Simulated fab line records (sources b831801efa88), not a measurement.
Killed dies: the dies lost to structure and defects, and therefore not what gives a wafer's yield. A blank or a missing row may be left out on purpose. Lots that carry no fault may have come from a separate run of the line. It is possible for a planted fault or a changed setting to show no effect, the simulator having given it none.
fab line records -- flow sky130
record: lots: 12, wafers: 36, lastDay: 50
route steps=708 shown LDD_N@244 LDD_HVP@287 LDD_LDN@297 POLY_CUT@315 PAD_OPEN@708
lots with no fault: from the same line, run without faults
startH: start of the lot's first displayed wafer, in hours after the record's first day -- waitH: hours from the lot's prior step to this one -- " the same as in the row above -- L1.1+2: several wafers, shown together as one row -- - no value, or no start given -- * or withheld: withheld -- < > ~ a bound
route shown NAME@n: NAME is a module with steps in the file, n the number in the route of the first one -- usual: mean/standard deviation of fault-free wafers -- same: alike in all rows -- chamber/n: place in a boat -- sites: each site's reading -- _std_site: standard deviation of those values -- _edge_site: the outer-site mean with the inner-site mean subtracted -- radiusMm: for every site, how far away it sits from the centre of the wafer -- mask NAME#n: copy n -- behind: the tool/chamber that last shaped the wafer -- hold: cause of the lot's hold/its duration in hours/its outcome -- device: transistor that didn't switch, given as n, p or np -- end of line: tests of these same wafers at the route's end -- for a step that has no rows: nothing shown but its recipe -- killed: not the wafer's yield, but the dies lost to structure and defects at the first sort -- map: shows each die of a wafer: x if killed, . if not, _ if none is there
set.NAME: setting as actually run; set.NAME@STEP: the setting as run at that earlier step -- model.NAME: the simulator's own value behind a step, which no gauge read
a sample of lots followed through the steps of the route, with each step as a table and each wafer as a row
services: when a tool's chamber went out of use (startH, in hours from the record's first day, below 0 if earlier), for how many hours, and the reason
== steps ==
step: SKY_LDD_N_OVL_MEAS_07
usual: LDD_N_OVL: 1.0/1.6
lot.wafer,tool,chamber,startH,waitH,LDD_N_OVL[nm]
L170.1,overlay-02,-,429.46,0.1,1.6
L170.2,overlay-02,-,429.46,0.1,1.8
L170.3,overlay-02,-,429.46,0.1,2.6
L171.3,overlay-01,-,434.72,0.1,-1.2
L171.4,overlay-01,-,434.72,0.1,-1.5
L171.5,overlay-01,-,434.72,0.1,-2.0
L173.3,overlay-02,-,447.07,0.1,5.0
L173.5,overlay-02,-,447.07,0.1,4.7
L173.6,overlay-02,-,447.07,0.1,4.3
L174.3,overlay-02,-,468.01,0.1,3.5
L174.4,overlay-02,-,468.01,0.1,3.1
L174.6,overlay-02,-,468.01,0.1,2.7
L178.4,overlay-02,-,495.73,0.1,1.0
L178.5,overlay-02,-,495.73,0.1,0.1
L178.6,overlay-02,-,495.73,0.1,1.7
L181.3,overlay-01,-,516.17,0.1,0.2
L181.4,overlay-01,-,516.17,0.1,0.3
L181.6,overlay-01,-,516.17,0.1,-0.6
L182.2,overlay-01,-,523.91,0.1,-0.5
L182.3,overlay-01,-,523.91,0.1,-1.3
L182.5,overlay-01,-,523.91,0.1,-0.5
L183.2,overlay-01,-,529.00,0.1,1.0
L183.3,overlay-01,-,529.00,0.1,-0.7
L183.4,overlay-01,-,529.00,0.1,-0.4
L185.2,overlay-01,-,544.16,0.1,3.4
L185.5,overlay-01,-,544.16,0.1,1.3
L185.6,overlay-01,-,544.16,0.1,2.1
L186.2,overlay-01,-,559.20,0.1,1.6
L186.5,overlay-01,-,559.20,0.1,2.0
L186.6,overlay-01,-,559.20,0.1,-0.3
L190.4,overlay-02,-,587.58,0.1,-1.4
L190.5,overlay-02,-,587.58,0.1,-2.0
L190.6,overlay-02,-,587.58,0.1,-1.3
L191.1,overlay-02,-,594.04,0.1,0.1
L191.3,overlay-02,-,594.04,0.1,-0.2
L191.6,overlay-02,-,594.04,0.1,-0.1
step: SKY_LDD_HVP_STRIP_09
recipe: chemistry: O2/N2, powerW: 1400, pressureMtorr: 1500, platenTempC: withheld, o2FlowSccm: 3000, n2FlowSccm: 300, overashFraction: 0.5
usual: drypumpMotorCurrentA: 5.8/0.38, oesProductAu: 0.408/0.0043, stripTimeToEndpointS: 4.135/0.014
lot.wafer,tool,chamber,startH,waitH,drypumpMotorCurrentA,oesProductAu,rfHoursCounterH,stripTimeToEndpointS
L170.1,plasmaAsher-02,1,522.34,0.1,5.0,0.406,9,4.131
L170.2,plasmaAsher-02,0,522.34,0.1,6.0,0.402,9,4.117
L170.3,plasmaAsher-02,1,522.34,0.1,5.0,0.409,-,4.135
L171.3,plasmaAsher-02,1,527.58,0.1,5.0,0.410,-,4.148
L171.4,plasmaAsher-02,0,527.58,0.1,6.0,0.407,-,4.141
L171.5,plasmaAsher-02,0,527.58,0.1,6.0,0.406,-,4.136
L173.3,plasmaAsher-04,0,539.33,0.1,6.0,0.415,-,4.147
L173.5,plasmaAsher-04,1,539.33,0.1,5.6,0.410,-,4.140
L173.6,plasmaAsher-04,0,539.33,0.1,6.0,0.413,-,4.133
L174.3,plasmaAsher-03,1,559.73,0.1,5.9,0.407,-,4.131
L174.4,plasmaAsher-03,0,559.73,0.1,6.4,0.403,-,4.138
L174.6,plasmaAsher-03,1,559.73,0.1,5.9,0.414,-,4.129
L178.4,plasmaAsher-03,0,585.85,0.1,6.4,0.408,-,4.118
L178.5,plasmaAsher-03,0,585.85,0.1,6.3,0.409,-,4.133
L178.6,plasmaAsher-03,1,585.85,0.1,5.9,0.412,-,4.122
L181.3,plasmaAsher-03,1,605.63,0.1,5.9,0.407,-,4.144
L181.4,plasmaAsher-03,0,605.63,0.1,6.3,0.407,-,4.139
L181.6,plasmaAsher-03,0,605.63,0.1,6.3,0.402,-,4.151
L182.2,plasmaAsher-04,1,613.59,0.1,5.6,0.410,80,4.112
L182.3,plasmaAsher-04,0,613.59,0.1,5.9,0.409,-,4.122
L182.5,plasmaAsher-04,1,613.59,0.1,5.6,0.403,-,4.137
L183.2,plasmaAsher-04,0,619.09,0.1,5.9,0.406,81,4.118
L183.3,plasmaAsher-04,1,619.09,0.1,5.6,0.404,-,4.115
L183.4,plasmaAsher-04,0,619.09,0.1,5.9,0.416,-,4.129
L185.2,plasmaAsher-02,0,633.14,0.1,6.0,0.407,21,4.128
L185.5,plasmaAsher-02,1,633.14,0.1,4.9,0.412,-,4.130
L185.6,plasmaAsher-02,0,633.14,0.1,6.0,0.406,-,4.148
L186.2,plasmaAsher-04,1,648.56,0.1,5.6,0.413,85,4.126
L186.5,plasmaAsher-04,0,648.56,0.1,6.0,0.413,-,4.133
L186.6,plasmaAsher-04,1,648.56,0.1,5.6,0.415,-,4.155
L190.4,plasmaAsher-04,1,675.43,0.1,5.6,0.413,-,4.122
L190.5,plasmaAsher-04,0,675.43,0.1,6.0,0.407,-,4.126
L190.6,plasmaAsher-04,1,675.43,0.1,5.7,0.413,-,4.118
L191.1,plasmaAsher-02,0,681.36,0.1,6.0,0.415,26,4.121
L191.3,plasmaAsher-02,1,681.36,0.1,5.0,0.408,-,4.136
L191.6,plasmaAsher-02,1,681.36,0.1,5.0,0.408,-,4.135
step: SKY_LDD_LDN_IMPLANT_08
recipe: species: As, energyKev: 15, doseCm2: 1.25e+13, tiltDeg: withheld, rotationDeg: 23
usual: doseIonsCm2: 1.2499e+13/1.4e+10, faradayCurrentUA: 70.4/1.5
lot.wafer,tool,chamber,startH,waitH,doseIonsCm2,faradayCurrentUA
L170.1,implanter-01,0,552.14,0.0,1.2481e+13,69.7
L170.2,implanter-01,0,552.14,0.0,1.2515e+13,70.8
L170.3,implanter-01,0,552.14,0.0,1.2493e+13,70.3
L171.3,implanter-01,0,557.63,0.1,1.2511e+13,68.0
L171.4,implanter-01,0,557.63,0.1,1.2486e+13,71.8
L171.5,implanter-01,0,557.63,0.1,1.2521e+13,69.1
L173.3,implanter-04,0,568.64,0.1,1.2525e+13,70.8
L173.5,implanter-04,0,568.64,0.1,1.251e+13,72.5
L173.6,implanter-04,0,568.64,0.1,1.2505e+13,69.3
L174.3,implanter-01,0,589.28,0.2,1.2507e+13,73.2
L174.4,implanter-01,0,589.28,0.2,1.25e+13,71.8
L174.6,implanter-01,0,589.28,0.2,1.2502e+13,69.6
L178.4,implanter-04,0,614.75,0.1,1.2505e+13,74.4
L178.5,implanter-04,0,614.75,0.1,1.2494e+13,72.0
L178.6,implanter-04,0,614.75,0.1,1.2508e+13,70.3
L181.3,implanter-04,0,634.54,0.1,1.242e+12,6.9
L181.4,implanter-04,0,634.54,0.1,1.259e+12,7.2
L181.6,implanter-04,0,634.54,0.1,1.268e+12,6.9
L182.2,implanter-04,0,641.90,0.0,1.248e+12,7.1
L182.3,implanter-04,0,641.90,0.0,1.25e+12,7.2
L182.5,implanter-04,0,641.90,0.0,1.242e+12,7.3
L183.2,implanter-02,0,647.57,0.0,1.2499e+13,69.0
L183.3,implanter-02,0,647.57,0.0,1.25e+13,70.5
L183.4,implanter-02,0,647.57,0.0,1.2489e+13,69.6
L185.2,implanter-01,0,661.95,0.0,1.2488e+13,69.2
L185.5,implanter-01,0,661.95,0.0,1.2483e+13,70.1
L185.6,implanter-01,0,661.95,0.0,1.2494e+13,70.1
L186.2,implanter-02,0,677.12,0.0,1.2452e+13,71.3
L186.5,implanter-02,0,677.12,0.0,1.2487e+13,68.9
L186.6,implanter-02,0,677.12,0.0,1.2489e+13,70.5
L190.4,implanter-04,0,704.25,0.1,1.2505e+13,71.1
L190.5,implanter-04,0,704.25,0.1,1.2504e+13,69.1
L190.6,implanter-04,0,704.25,0.1,1.2509e+13,70.8
L191.1,implanter-04,0,710.08,0.0,1.2514e+13,71.8
L191.3,implanter-04,0,710.08,0.0,1.2503e+13,68.8
L191.6,implanter-04,0,710.08,0.0,1.2497e+13,69.5
step: SKY_LDD_LDN_TW_MEAS_13
usual: LDD_LDN_TW: 1470/8.2
lot.wafer,tool,chamber,startH,waitH,hold,LDD_LDN_TW
L170.1,filmMetro-01,-,552.84,0.1,-,1471
L170.2,filmMetro-01,-,552.84,0.1,-,1472
L170.3,filmMetro-01,-,552.84,0.1,-,1468
L171.3,filmMetro-04,-,558.30,0.1,-,1471
L171.4,filmMetro-04,-,558.30,0.1,-,1465
L171.5,filmMetro-04,-,558.30,0.1,-,1468
L173.3,filmMetro-04,-,569.31,0.1,-,1474
L173.5,filmMetro-04,-,569.31,0.1,-,1469
L173.6,filmMetro-04,-,569.31,0.1,-,1473
L174.3,filmMetro-04,-,589.95,0.1,-,1461
L174.4,filmMetro-04,-,589.95,0.1,-,1462
L174.6,filmMetro-04,-,589.95,0.1,-,1468
L178.4,filmMetro-01,-,615.41,0.1,-,1458
L178.5,filmMetro-01,-,615.41,0.1,-,1466
L178.6,filmMetro-01,-,615.41,0.1,-,1462
L181.3,filmMetro-01,-,635.21,0.1,awaitDispo/0.2h/release,1356
L181.4,filmMetro-01,-,635.21,0.1,awaitDispo/0.2h/release,1357
L181.6,filmMetro-01,-,635.21,0.1,awaitDispo/0.2h/release,1357
L181.3,filmMetro-01,-,635.44,0.2,-,1352
L181.4,filmMetro-01,-,635.44,0.2,-,1352
L181.6,filmMetro-01,-,635.44,0.2,-,1360
L182.2,filmMetro-02,-,642.59,0.1,awaitDispo/0.2h/release,1366
L182.3,filmMetro-02,-,642.59,0.1,awaitDispo/0.2h/release,1369
L182.5,filmMetro-02,-,642.59,0.1,awaitDispo/0.2h/release,1373
L182.2,filmMetro-02,-,642.82,0.2,-,1371
L182.3,filmMetro-02,-,642.82,0.2,-,1373
L182.5,filmMetro-02,-,642.82,0.2,-,1369
L183.2,filmMetro-01,-,648.25,0.1,-,1472
L183.3,filmMetro-01,-,648.25,0.1,-,1470
L183.4,filmMetro-01,-,648.25,0.1,-,1469
L185.2,filmMetro-04,-,662.64,0.1,-,1472
L185.5,filmMetro-04,-,662.64,0.1,-,1467
L185.6,filmMetro-04,-,662.64,0.1,-,1463
L186.2,filmMetro-02,-,677.80,0.1,-,1475
L186.5,filmMetro-02,-,677.80,0.1,-,1483
L186.6,filmMetro-02,-,677.80,0.1,-,1469
L190.4,filmMetro-04,-,704.91,0.1,-,1471
L190.5,filmMetro-04,-,704.91,0.1,-,1469
L190.6,filmMetro-04,-,704.91,0.1,-,1468
L191.1,filmMetro-01,-,710.78,0.1,-,1461
L191.3,filmMetro-01,-,710.78,0.1,-,1460
L191.6,filmMetro-01,-,710.78,0.1,-,1454
step: SKY_POLY_CUT_CD_MEAS_08
recipe: targetCdNm: 270
usual: cdNm: 270.0/1.8
lot.wafer,tool,chamber,startH,waitH,cdNm
L170.1,cdSem-02,-,583.84,-,271.4
L170.2,cdSem-02,-,583.84,-,271.3
L170.3,cdSem-02,-,583.84,-,272.1
L171.3,cdSem-01,-,589.80,-,271.0
L171.4,cdSem-01,-,589.80,-,271.9
L171.5,cdSem-01,-,589.80,-,273.1
L173.3,cdSem-01,-,599.82,-,269.9
L173.5,cdSem-01,-,599.82,-,270.2
L173.6,cdSem-01,-,599.82,-,268.3
L174.3,cdSem-01,-,621.15,-,269.6
L174.4,cdSem-01,-,621.15,-,270.2
L174.6,cdSem-01,-,621.15,-,269.7
L178.4,cdSem-02,-,645.62,-,269.8
L178.5,cdSem-02,-,645.62,-,269.4
L178.6,cdSem-02,-,645.62,-,271.1
L181.3,cdSem-02,-,665.47,-,268.0
L181.4,cdSem-02,-,665.47,-,266.8
L181.6,cdSem-02,-,665.47,-,266.8
L182.2,cdSem-02,-,673.15,-,267.8
L182.3,cdSem-02,-,673.15,-,266.6
L182.5,cdSem-02,-,673.15,-,267.2
L183.2,cdSem-02,-,678.36,-,271.4
L183.3,cdSem-02,-,678.36,-,271.8
L183.4,cdSem-02,-,678.36,-,271.9
L185.2,cdSem-01,-,693.03,-,268.5
L185.5,cdSem-01,-,693.03,-,268.0
L185.6,cdSem-01,-,693.03,-,266.9
L186.2,cdSem-01,-,709.73,-,270.2
L186.5,cdSem-01,-,709.73,-,269.6
L186.6,cdSem-01,-,709.73,-,269.8
L190.4,cdSem-02,-,734.80,-,271.1
L190.5,cdSem-02,-,734.80,-,271.2
L190.6,cdSem-02,-,734.80,-,270.5
L191.1,cdSem-01,-,739.98,-,272.2
L191.3,cdSem-01,-,739.98,-,271.6
L191.6,cdSem-01,-,739.98,-,270.9
step: SKY_PAD_OPEN_PROBE_99
usual: killed_at_M0_to_M3: 42/6.8, killed_at_M4_up: 3.4/1.8, killedAtContacts: 25/5.7, killedAtFrontEnd: 16/4.8, killedAtOther: 0.2/0.39, killedDies: 87/9.6, killedOnRim: 17/3.9, killedOpen: 47/6.9, killedShort: 40/6.3
same: grossDies: 492, killedAtBackSide: 0
lot.wafer,tool,chamber,startH,waitH,killed_at_M0_to_M3,killed_at_M4_up,killedAtContacts,killedAtFrontEnd,killedAtOther,killedDies,killedOnRim,killedOpen,killedShort
L170.1,prober-02,-,1094.03,0.1,37,3,25,17,0,82,13,39,43
L170.2,prober-02,-,1094.08,0.1,44,3,32,17,0,96,12,43,53
L170.3,prober-02,-,1094.13,0.2,45,9,27,26,0,107,20,58,49
L171.3,prober-02,-,1099.03,0.2,31,3,29,22,0,85,18,49,36
L171.4,prober-02,-,1099.08,0.2,52,2,22,15,0,91,21,47,44
L171.5,prober-02,-,1099.13,0.2,50,4,16,13,0,83,23,48,35
L173.3,prober-01,-,1107.53,0.2,36,3,23,19,0,81,15,40,41
L173.5,prober-01,-,1107.63,0.2,39,7,19,21,1,87,12,41,46
L173.6,prober-01,-,1107.68,0.2,42,3,15,11,0,71,14,33,38
L174.3,prober-01,-,1122.33,0.2,34,3,26,14,0,77,16,41,36
L174.4,prober-01,-,1122.38,0.2,48,1,16,21,0,86,23,45,41
L174.6,prober-01,-,1122.48,0.2,39,2,17,15,0,73,13,39,34
L178.4,prober-01,-,1138.83,0.2,49,6,19,17,0,91,17,52,39
L178.5,prober-01,-,1138.88,0.2,48,2,24,14,0,88,17,48,40
L178.6,prober-01,-,1138.93,0.2,32,1,20,11,0,64,17,40,24
L181.3,prober-02,-,1150.53,0.2,38,4,25,27,0,94,15,60,34
L181.4,prober-02,-,1150.58,0.2,38,1,22,14,1,76,11,39,37
L181.6,prober-02,-,1150.68,0.2,37,4,29,10,1,81,17,42,39
L182.2,prober-01,-,1154.76,0.1,40,1,22,16,0,79,18,51,28
L182.3,prober-01,-,1154.81,0.2,36,1,19,13,0,69,18,38,31
L182.5,prober-01,-,1154.91,0.2,38,8,24,7,0,77,14,47,30
L183.2,prober-02,-,1159.68,0.1,37,3,20,20,1,81,23,45,36
L183.3,prober-02,-,1159.73,0.2,41,5,14,20,1,81,16,37,43
L183.4,prober-02,-,1159.78,0.2,37,1,19,23,0,80,12,39,41
L185.2,prober-02,-,1168.53,0.1,51,1,24,18,0,94,16,55,39
L185.5,prober-02,-,1168.68,0.2,48,3,27,16,0,94,19,60,34
L185.6,prober-02,-,1168.73,0.2,52,2,27,29,1,111,26,70,41
L186.2,prober-01,-,1176.94,0.1,32,0,24,17,0,73,15,44,29
L186.5,prober-01,-,1177.09,0.2,42,0,18,11,0,71,14,39,32
L186.6,prober-01,-,1177.14,0.2,32,5,23,23,1,84,16,44,40
L190.4,prober-01,-,1190.77,0.2,57,2,20,14,0,93,18,50,43
L190.5,prober-01,-,1190.82,0.2,54,0,24,9,0,87,18,42,45
L190.6,prober-01,-,1190.87,0.2,48,5,15,8,0,76,15,42,34
L191.1,prober-02,-,1195.00,0.1,30,3,25,18,1,77,10,38,39
L191.3,prober-02,-,1195.10,0.2,44,5,16,17,1,83,16,46,37
L191.6,prober-02,-,1195.25,0.2,39,6,29,9,0,83,17,44,39
killed by level:class
L170.1 CONTACT:geometricParticle:open=8 METAL1:geometricParticle:short=8 LI_CONTACT:geometricParticle:open=7 VIA1:geometricParticle:open=7 VIA3:geometricParticle:open=7 CONTACT:geometricParticle:short=5 FIELD_ISO:geometricParticle:short=4 FIELD_ISO:geometricParticle:open=4
L170.2 CONTACT:geometricParticle:open=13 METAL1:geometricParticle:short=9 VIA1:geometricParticle:open=8 FIELD_ISO:geometricParticle:short=7 LI_CONTACT:geometricParticle:open=7 CONTACT:geometricParticle:short=5 VIA2:geometricParticle:open=5 VIA1:geometricParticle:short=4
L170.3 CONTACT:geometricParticle:open=11 VIA1:geometricParticle:open=10 FIELD_ISO:geometricParticle:short=6 FIELD_ISO:geometricParticle:open=6 POLY_GATE:geometricParticle:open=6 VIA2:geometricParticle:open=6 METAL1:geometricParticle:short=6 METAL4:geometricParticle:short=6
L171.3 CONTACT:geometricParticle:open=12 VIA3:geometricParticle:open=8 METAL2:geometricParticle:short=7 FIELD_ISO:geometricParticle:open=6 LI_CONTACT:geometricParticle:open=6 FIELD_ISO:geometricParticle:short=5 LOCAL_INTERCONNECT:geometricParticle:short=5 VIA1:geometricParticle:open=5
L171.4 VIA2:geometricParticle:short=10 VIA3:geometricParticle:open=9 VIA1:geometricParticle:open=8 VIA2:geometricParticle:open=7 LI_CONTACT:geometricParticle:open=6 CONTACT:geometricParticle:open=5 METAL2:geometricParticle:short=5 VIA3:geometricParticle:short=5
L171.5 VIA1:geometricParticle:open=10 VIA3:geometricParticle:open=10 METAL3:geometricParticle:short=6 CONTACT:geometricParticle:open=6 METAL2:geometricParticle:short=6 VIA2:geometricParticle:open=6 FIELD_ISO:geometricParticle:open=4 LI_CONTACT:geometricParticle:open=4
L173.3 VIA1:geometricParticle:open=11 METAL1:geometricParticle:short=8 CONTACT:geometricParticle:open=8 POLY_GATE:geometricParticle:short=6 LOCAL_INTERCONNECT:geometricParticle:short=5 CONTACT:geometricParticle:short=5 FIELD_ISO:geometricParticle:short=4 POLY_GATE:geometricParticle:open=4
L173.5 FIELD_ISO:geometricParticle:open=7 METAL4:geometricParticle:short=7 LI_CONTACT:geometricParticle:open=7 FIELD_ISO:geometricParticle:short=6 METAL1:geometricParticle:short=6 VIA1:geometricParticle:open=6 VIA3:geometricParticle:open=6 CONTACT:geometricParticle:open=5
L173.6 VIA1:geometricParticle:open=8 METAL1:geometricParticle:short=6 VIA2:geometricParticle:open=6 VIA3:geometricParticle:short=5 VIA3:geometricParticle:open=5 POLY_GATE:geometricParticle:open=4 LOCAL_INTERCONNECT:geometricParticle:short=4 CONTACT:geometricParticle:short=4
L174.3 CONTACT:geometricParticle:open=9 METAL1:geometricParticle:short=7 VIA3:geometricParticle:open=7 LI_CONTACT:geometricParticle:open=6 CONTACT:geometricParticle:short=5 VIA1:geometricParticle:open=4 METAL3:geometricParticle:short=4 FIELD_ISO:geometricParticle:open=3
L174.4 VIA1:geometricParticle:short=9 VIA2:geometricParticle:open=7 VIA1:geometricParticle:open=7 VIA3:geometricParticle:open=7 POLY_GATE:geometricParticle:short=6 CONTACT:geometricParticle:open=6 LI_CONTACT:geometricParticle:open=5 METAL1:geometricParticle:short=5
L174.6 CONTACT:geometricParticle:open=8 VIA2:geometricParticle:open=7 VIA1:geometricParticle:open=7 METAL1:geometricParticle:short=5 VIA3:geometricParticle:open=5 FIELD_ISO:geometricParticle:short=4 LOCAL_INTERCONNECT:geometricParticle:short=4 METAL2:geometricParticle:short=4
L178.4 VIA1:geometricParticle:open=12 CONTACT:geometricParticle:open=9 VIA3:geometricParticle:open=8 VIA2:geometricParticle:open=7 POLY_GATE:geometricParticle:short=6 FIELD_ISO:geometricParticle:open=4 POLY_GATE:geometricParticle:open=4 LI_CONTACT:geometricParticle:open=4
L178.5 VIA1:geometricParticle:open=12 VIA3:geometricParticle:short=9 VIA3:geometricParticle:open=8 LI_CONTACT:geometricParticle:open=7 CONTACT:geometricParticle:open=7 VIA2:geometricParticle:open=6 POLY_GATE:geometricParticle:short=4 POLY_GATE:geometricParticle:open=4
L178.6 VIA1:geometricParticle:open=10 CONTACT:geometricParticle:open=8 VIA2:geometricParticle:short=6 VIA2:geometricParticle:open=5 LI_CONTACT:geometricParticle:open=5 POLY_GATE:geometricParticle:short=4 POLY_GATE:geometricParticle:open=4 FIELD_ISO:geometricParticle:short=2
L181.3 CONTACT:geometricParticle:open=13 FIELD_ISO:geometricParticle:open=11 VIA1:geometricParticle:open=11 VIA2:geometricParticle:open=7 FIELD_ISO:geometricParticle:short=6 METAL2:geometricParticle:short=5 POLY_GATE:geometricParticle:open=4 CONTACT:geometricParticle:short=4
L181.4 VIA1:geometricParticle:open=13 METAL2:geometricParticle:short=7 POLY_GATE:geometricParticle:open=6 CONTACT:geometricParticle:open=5 CONTACT:geometricParticle:short=5 VIA1:geometricParticle:short=5 FIELD_ISO:geometricParticle:open=4 LI_CONTACT:geometricParticle:open=4
L181.6 LI_CONTACT:geometricParticle:open=9 VIA1:geometricParticle:open=9 METAL2:geometricParticle:short=8 VIA2:geometricParticle:open=8 CONTACT:geometricParticle:short=7 CONTACT:geometricParticle:open=6 LOCAL_INTERCONNECT:geometricParticle:short=4 METAL3:geometricParticle:short=4
L182.2 VIA1:geometricParticle:open=12 LI_CONTACT:geometricParticle:open=8 CONTACT:geometricParticle:open=8 VIA3:geometricParticle:open=6 VIA2:geometricParticle:open=5 SPACER:geometricParticle:open=4 VIA1:geometricParticle:short=4 FIELD_ISO:geometricParticle:short=3
L182.3 VIA3:geometricParticle:open=10 CONTACT:geometricParticle:open=8 LI_CONTACT:geometricParticle:open=5 METAL2:geometricParticle:short=5 CONTACT:geometricParticle:short=4 VIA2:geometricParticle:open=4 FIELD_ISO:geometricParticle:short=3 POLY_GATE:geometricParticle:short=3
L182.5 CONTACT:geometricParticle:open=12 VIA3:geometricParticle:open=10 METAL4:geometricParticle:short=7 VIA1:geometricParticle:open=6 VIA2:geometricParticle:open=5 METAL2:geometricParticle:short=5 CONTACT:geometricParticle:short=4 LI_CONTACT:geometricParticle:open=3
L183.2 VIA1:geometricParticle:open=10 LI_CONTACT:geometricParticle:open=8 VIA1:geometricParticle:short=6 VIA2:geometricParticle:open=6 FIELD_ISO:geometricParticle:short=5 LI_CONTACT:geometricParticle:short=4 CONTACT:geometricParticle:open=4 METAL2:geometricParticle:short=4
L183.3 VIA3:geometricParticle:open=11 POLY_GATE:geometricParticle:short=7 VIA1:geometricParticle:short=6 METAL1:geometricParticle:short=5 METAL2:geometricParticle:short=5 FIELD_ISO:geometricParticle:short=4 LI_CONTACT:geometricParticle:open=4 METAL1:geometricParticle:open=4
L183.4 VIA1:geometricParticle:open=8 POLY_GATE:geometricParticle:open=7 LI_CONTACT:geometricParticle:open=7 POLY_GATE:geometricParticle:short=6 LOCAL_INTERCONNECT:geometricParticle:short=5 VIA1:geometricParticle:short=4 SPACER:geometricParticle:short=4 METAL1:geometricParticle:short=4
L185.2 VIA1:geometricParticle:open=15 CONTACT:geometricParticle:open=10 VIA1:geometricParticle:short=9 METAL1:geometricParticle:short=6 VIA2:geometricParticle:open=6 VIA3:geometricParticle:open=6 FIELD_ISO:geometricParticle:open=5 FIELD_ISO:geometricParticle:short=5
L185.5 VIA1:geometricParticle:open=18 CONTACT:geometricParticle:open=13 VIA3:geometricParticle:open=8 LI_CONTACT:geometricParticle:open=7 METAL1:geometricParticle:short=5 VIA2:geometricParticle:open=5 FIELD_ISO:geometricParticle:short=4 VIA3:geometricParticle:short=4
L185.6 CONTACT:geometricParticle:open=13 VIA1:geometricParticle:open=12 FIELD_ISO:geometricParticle:open=11 VIA3:geometricParticle:open=11 LI_CONTACT:geometricParticle:open=10 METAL2:geometricParticle:short=7 VIA1:geometricParticle:short=6 FIELD_ISO:geometricParticle:short=5
L186.2 CONTACT:geometricParticle:open=9 VIA2:geometricParticle:open=9 LI_CONTACT:geometricParticle:open=7 VIA3:geometricParticle:short=5 FIELD_ISO:geometricParticle:open=4 FIELD_ISO:geometricParticle:short=4 POLY_GATE:geometricParticle:open=4 METAL1:geometricParticle:short=4
L186.5 VIA1:geometricParticle:open=13 CONTACT:geometricParticle:open=8 VIA1:geometricParticle:short=6 VIA3:geometricParticle:open=6 POLY_GATE:geometricParticle:short=4 METAL3:geometricParticle:short=4 LOCAL_INTERCONNECT:geometricParticle:short=4 VIA2:geometricParticle:open=4
L186.6 CONTACT:geometricParticle:open=10 VIA1:geometricParticle:open=8 LI_CONTACT:geometricParticle:open=7 SPACER:geometricParticle:short=6 FIELD_ISO:geometricParticle:short=5 METAL4:geometricParticle:short=5 FIELD_ISO:geometricParticle:open=4 POLY_GATE:geometricParticle:short=4
L190.4 VIA1:geometricParticle:open=18 METAL2:geometricParticle:short=9 FIELD_ISO:geometricParticle:short=5 VIA1:geometricParticle:short=5 CONTACT:geometricParticle:short=5 VIA2:geometricParticle:open=5 VIA3:geometricParticle:open=5 FIELD_ISO:geometricParticle:open=4
L190.5 VIA1:geometricParticle:open=12 LI_CONTACT:geometricParticle:open=8 METAL1:geometricParticle:short=8 METAL2:geometricParticle:short=8 VIA3:geometricParticle:open=8 CONTACT:geometricParticle:short=6 CONTACT:geometricParticle:open=5 VIA1:geometricParticle:short=5
L190.6 VIA1:geometricParticle:open=13 VIA3:geometricParticle:open=8 CONTACT:geometricParticle:open=7 METAL2:geometricParticle:short=5 METAL1:geometricParticle:short=5 METAL3:geometricParticle:short=5 POLY_GATE:geometricParticle:short=4 VIA2:geometricParticle:open=4
L191.1 FIELD_ISO:geometricParticle:open=7 LI_CONTACT:geometricParticle:open=6 LOCAL_INTERCONNECT:geometricParticle:short=6 CONTACT:geometricParticle:open=6 VIA1:geometricParticle:open=5 VIA2:geometricParticle:open=5 FIELD_ISO:geometricParticle:short=4 CONTACT:geometricParticle:short=4
L191.3 VIA1:geometricParticle:open=10 VIA3:geometricParticle:open=8 FIELD_ISO:geometricParticle:open=7 METAL1:geometricParticle:short=6 VIA2:geometricParticle:open=6 LOCAL_INTERCONNECT:geometricParticle:short=5 LI_CONTACT:geometricParticle:open=4 CONTACT:geometricParticle:open=4
L191.6 VIA1:geometricParticle:open=10 CONTACT:geometricParticle:open=8 VIA2:geometricParticle:open=7 LI_CONTACT:geometricParticle:open=6 CONTACT:geometricParticle:short=6 METAL2:geometricParticle:short=6 VIA3:geometricParticle:open=5 METAL4:geometricParticle:short=5
== services ==
tool,chamber,startH,hours,kind
implanter-04,-,502.06,1.9,pm
implanter-01,-,513.02,4.2,repair
implanter-01,-,533.27,2.0,repair
plasmaAsher-03,-,543.95,0.5,repair
plasmaAsher-03,-,548.65,1.4,repair
implanter-02,-,566.93,1.2,repair
implanter-02,-,568.18,7.5,pm
implanter-04,-,570.71,0.8,repair
plasmaAsher-03,-,573.39,0.4,repair
plasmaAsher-02,-,611.59,2.8,pm
plasmaAsher-03,-,628.41,30.1,repair
plasmaAsher-03,-,660.11,2.8,pm
implanter-04,-,663.06,2.7,pm
implanter-04,-,694.30,1.8,repair
plasmaAsher-03,-,694.39,1.4,repair
plasmaAsher-04,-,695.19,4.2,repair
plasmaAsher-03,-,702.17,14.1,repair
plasmaAsher-03,-,703.84,0.6,repair
== key ==
firstSign: step: SKY_LDD_LDN_IMPLANT_08, reading: doseIonsCm2, direction: down, sigmas: 99+, usual: *, struck: *
effect: step: SKY_LDD_LDN_IMPLANT_08, reading: faradayCurrentUA, direction: down, sigmas: 44, usual: 70.4, struck: 7.1
effect: step: SKY_LDD_LDN_TW_MEAS_13, reading: visit, direction: added
effect: step: SKY_LDD_LDN_TW_MEAS_13, reading: LDD_LDN_TW, direction: down, sigmas: 13, usual: 1470, struck: 1363
metAt SKY_LDD_LDN_IMPLANT_08
struckLots L181,L182
testerLeftOut L181,L182
notActingAt SKY_LDD_N_OVL_MEAS_07,SKY_LDD_HVP_STRIP_09,SKY_POLY_CUT_CD_MEAS_08
onsetBetween 614.75 634.54
fault: kind: processParameterDrift, tool: implanter-04, chamber: -, onsetH: 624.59, steps: SKY_LDD_LDN_IMPLANT_08, channel: doseCm2, offset: *, shape: step, endH: 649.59, actsIn: *, stated: *
testerLeftOut: of these lots the tester's yield and bins aren't shown, on N5 and GAA mostly nor the transistor test; their killed dies are dies lost to structure and defects alone, not to doping, threshold or leakage, so they don't give the yield
